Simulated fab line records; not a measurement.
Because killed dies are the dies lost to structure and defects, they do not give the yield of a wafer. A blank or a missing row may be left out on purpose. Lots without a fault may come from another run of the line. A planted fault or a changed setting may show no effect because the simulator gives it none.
Code-filled problem report in 8D (eight disciplines) form ; flow sky130 ; the parts of the form that need people (team, actions taken, sign-off) are left out

## 1. WHAT WENT WRONG
Wafers free of any fault read 14.18 ohm/sq (standard deviation 0.13) for LOCAL_INTERCONNECT_TIN_RS at SKY_LOCAL_INTERCONNECT_RS_MEAS_01, against a mean of 17.01 ohm/sq on 6 wafers of 2 lots. That is +22 standard deviations from the usual mean.
The step: measures by four-point-probe.
The first sign was on wafer L335.2 at day 34 13:21, on filmMetro-04. The record holds 30 wafers of 10 lots with a number at this step. The rule behind "out" and "out of limits": a value lying over 4 standard deviations away from the usual mean. Any other wafer with a number is counted as sound.

## 2. WHAT IT IS, AND WHAT IT ISN'T
question;is;is not
which readings at this step;LOCAL_INTERCONNECT_TIN_RS;-
which lots;L335, L339;L322, L323, L324, L325, L328, L329, L331, L343
which wafers of those lots;all that have a number;-
read on which gauges;filmMetro-01, filmMetro-04;filmMetro-02
when;from day 34 13:21;"up to then (21 sound wafers); but 3 sound wafers of L343 came after"

## 3. THE SUSPECTS, EACH WITH WHAT RULES IT OUT
Counting: a tool at a process step up to the reading stays a suspect if it ran every lot that is out and no sound lot after the first of them.
- ruled out: the gauge at SKY_LOCAL_INTERCONNECT_RS_MEAS_01. The wafers that are out were read on 2 gauges (filmMetro-01, filmMetro-04).
- pvdSputter-01 at SKY_LOCAL_INTERCONNECT_SPUTTER_00 (material TiN, target thk 100 nm, time 83.3 s): kept. It ran every lot that is out, first L335 (day 34 13:16), and no sound lot after that; its last sound lot up to then is L328 (day 32 07:32).
The count leaves pvdSputter-01 at SKY_LOCAL_INTERCONNECT_SPUTTER_00.

## 4. THE CAUSE (what the simulator had put in)
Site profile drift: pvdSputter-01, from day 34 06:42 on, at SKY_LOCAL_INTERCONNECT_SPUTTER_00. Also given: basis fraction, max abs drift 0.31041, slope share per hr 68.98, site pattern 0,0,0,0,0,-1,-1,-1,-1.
The count eliminated every tool but this one.

## 5. THE EFFECT CHAIN, in route order
Each row: a reading whose mean over the struck wafers that have a number lies more than 3 standard deviations from the usual. Readings are gone through only where the record gives a usual standard deviation; hours: the median, over the lots, of the time from a lot's start at the first step in this table giving one to that lot's start at this step; sigmas: the change measured in usual standard deviations.
hours;step;reading;usual;on struck wafers;change;sigmas
0;SKY_LOCAL_INTERCONNECT_RS_MEAS_01;LOCAL_INTERCONNECT_TIN_RS;14.18 ohm/sq;17.01;+2.83;+22
8;SKY_LOCAL_INTERCONNECT_THK_MEAS_02;LOCAL_INTERCONNECT_TIN_THK;98.7 nm;86.1;-12.6;-15
26;SKY_LOCAL_INTERCONNECT_METAL_ETCH_14;oesProductAu;0.940 a.u.;0.865;-0.075;-11
26;SKY_LOCAL_INTERCONNECT_METAL_ETCH_14;throttleValvePct;21.901 %;21.947;+0.046;+4.6
It contains these process steps:
- SKY_LOCAL_INTERCONNECT_METAL_ETCH_14: etches TiN in Cl2/BCl3, stops on PSG, target depth 110 nm, time 31.4 s.
Later measuring or inspecting steps at which every struck wafer that the step has a row for has a number for every such reading, and none has moved that far: SKY_CONTACT_OVL_MEAS_15, SKY_VIA1_BOW_MEAS_03.

## 6. HOW IT WOULD HAVE BEEN CAUGHT EARLIER
The first out-of-limits reading at a measuring or inspecting step in this record came at day 34 13:21, 7 hours after the fault's start at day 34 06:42.
No tool reading at SKY_LOCAL_INTERCONNECT_SPUTTER_00 that has a usual standard deviation in the record was out on any struck wafer, so an alarm limit of 4 standard deviations on those readings would not have fired.
Lots out: 2; of these, L339 started SKY_LOCAL_INTERCONNECT_SPUTTER_00 on pvdSputter-01 after day 34 13:21. It would have been spared by a hold on the tool at that moment.
